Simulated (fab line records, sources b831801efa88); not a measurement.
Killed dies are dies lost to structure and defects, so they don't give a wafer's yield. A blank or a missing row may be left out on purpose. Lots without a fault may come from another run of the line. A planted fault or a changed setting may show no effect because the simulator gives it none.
Tool commonality check | flow sky130 | 12 lots, 36 wafers sampled

WHY IT WAS OPENED
At SKY_VT_ADJUST_NCORE_TW_MEAS_11 the reading VT_ADJUST_NCORE_TW is flagged on 2 of 12 lots. Wafers without a fault read 218.3, standard deviation 2.
Rule: a lot is flagged when every wafer of it that has a number lies more than 4 standard deviations from that mean, or none has a number. The other lots count as sound.

lot  | measured     | on            | VT_ADJUST_NCORE_TW, wafer by wafer | flag
L950 | day 8 21:58  | film_metro-01 | 219.3 221.7 220.2                  |
L951 | day 9 01:47  | film_metro-04 | 216.4 216.0 216.0                  |
L952 | day 9 10:11  | film_metro-01 | 220.7 220.6 222.1                  |
L953 | day 9 18:14  | film_metro-03 | 219.1 218.4 218.3                  |
L956 | day 10 14:37 | film_metro-01 | 220.7 220.5 220.3                  |
L957 | day 10 16:22 | film_metro-04 | 215.9 217.4 216.2                  |
L958 | day 11 04:13 | film_metro-01 | 218.4 220.0 219.4                  |
L961 | day 12 12:03 | film_metro-03 | 219.5 220.1 219.4                  |
L962 | day 12 13:38 | film_metro-01 | 221.8 221.0 219.7                  |
L963 | day 12 21:05 | film_metro-01 | 197.9 197.5 197.3                  | FLAGGED
L965 | day 13 15:37 | film_metro-03 | 196.2 196.1 195.0                  | FLAGGED
L972 | day 15 14:34 | film_metro-01 | 219.0 221.1 218.3                  |
The numbers of the flagged lots are 196.7 on average: -21.6 against the usual, or -11 standard deviations.

WHICH TOOL RAN EACH LOT
The record holds 2 process steps before the reading, out of a route of 708 steps. In each cell: the tool, then ch and the chambers that the sampled wafers went through, then the start.
lot  | flag    | SKY_FIELD_ISO_ETCH_15             | SKY_VT_ADJUST_NCORE_IMPLANT_09
L950 |         | rie_diel-04 ch 0,3, day 2 10:49   | implanter-04 ch 0, day 8 21:44
L951 |         | rie_diel-01 ch 0,3, day 2 15:46   | implanter-03 ch 0, day 9 01:34
L952 |         | rie_diel-02 ch 1,2, day 2 21:42   | implanter-04 ch 0, day 9 09:58
L953 |         | rie_diel-04 ch 1,3, day 3 03:48   | implanter-04 ch 0, day 9 17:59
L956 |         | rie_diel-04 ch 0,1,2, day 3 17:37 | implanter-03 ch 0, day 10 14:22
L957 |         | rie_diel-02 ch 1,2,3, day 3 21:57 | implanter-04 ch 0, day 10 16:07
L958 |         | rie_diel-02 ch 0,3, day 4 03:33   | implanter-01 ch 0, day 11 03:58
L961 |         | rie_diel-04 ch 1,3, day 4 20:52   | implanter-04 ch 0, day 12 11:48
L962 |         | rie_diel-02 ch 2,3, day 5 00:04   | implanter-03 ch 0, day 12 13:24
L963 | FLAGGED | rie_diel-02 ch 2,3, day 5 06:16   | implanter-04 ch 0, day 12 20:50
L965 | FLAGGED | rie_diel-04 ch 1,2,3, day 5 20:42 | implanter-04 ch 0, day 13 15:22
L972 |         | rie_diel-04 ch 0,2,3, day 7 04:57 | implanter-01 ch 0, day 15 14:19
What these steps do:
- SKY_FIELD_ISO_ETCH_15: etches the open film in CHF3/O2, stops on Si, target depth 180 nm, time 72 s.
- SKY_VT_ADJUST_NCORE_IMPLANT_09
- SKY_VT_ADJUST_NCORE_TW_MEAS_11

FLAGGED OVER TOTAL, TOOL BY TOOL (the gauges that took the reading come last)
step                           | tool          | lots run | flagged | share of the flagged lots | sound lots run after its first flagged lot
SKY_FIELD_ISO_ETCH_15          | rie_diel-01   | 1        | 0       | none                      | -
SKY_FIELD_ISO_ETCH_15          | rie_diel-02   | 5        | 1       | some                      | 0
SKY_FIELD_ISO_ETCH_15          | rie_diel-04   | 6        | 1       | some                      | 1 (L972)
SKY_VT_ADJUST_NCORE_IMPLANT_09 | implanter-01  | 2        | 0       | none                      | -
SKY_VT_ADJUST_NCORE_IMPLANT_09 | implanter-03  | 3        | 0       | none                      | -
SKY_VT_ADJUST_NCORE_IMPLANT_09 | implanter-04  | 7        | 2       | all                       | 0
SKY_VT_ADJUST_NCORE_TW_MEAS_11 | film_metro-01 | 7        | 1       | some                      | 1 (L972)
SKY_VT_ADJUST_NCORE_TW_MEAS_11 | film_metro-03 | 3        | 1       | some                      | 0
SKY_VT_ADJUST_NCORE_TW_MEAS_11 | film_metro-04 | 2        | 0       | none                      | -

WHAT THE TABLE ALLOWS
1 row of the table ran every flagged lot: implanter-04 at SKY_VT_ADJUST_NCORE_IMPLANT_09.
- implanter-04 at SKY_VT_ADJUST_NCORE_IMPLANT_09: 2 of its 7 lots flagged. Its last sound lot is L961 (day 12 11:48), its first flagged lot L963 (day 12 20:50): a fault that began between those two fits. Its own readings lie more than 4 standard deviations out on every wafer of the flagged lots: beam_energy_keV.
One tool is left: implanter-04 at SKY_VT_ADJUST_NCORE_IMPLANT_09.

WHAT THE SIMULATOR HAD PUT IN
Process parameter drift: implanter-04, from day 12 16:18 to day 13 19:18, at SKY_VT_ADJUST_NCORE_IMPLANT_09. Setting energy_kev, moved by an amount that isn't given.
Lots struck among those shown: L963, L965. The rule above found the same.
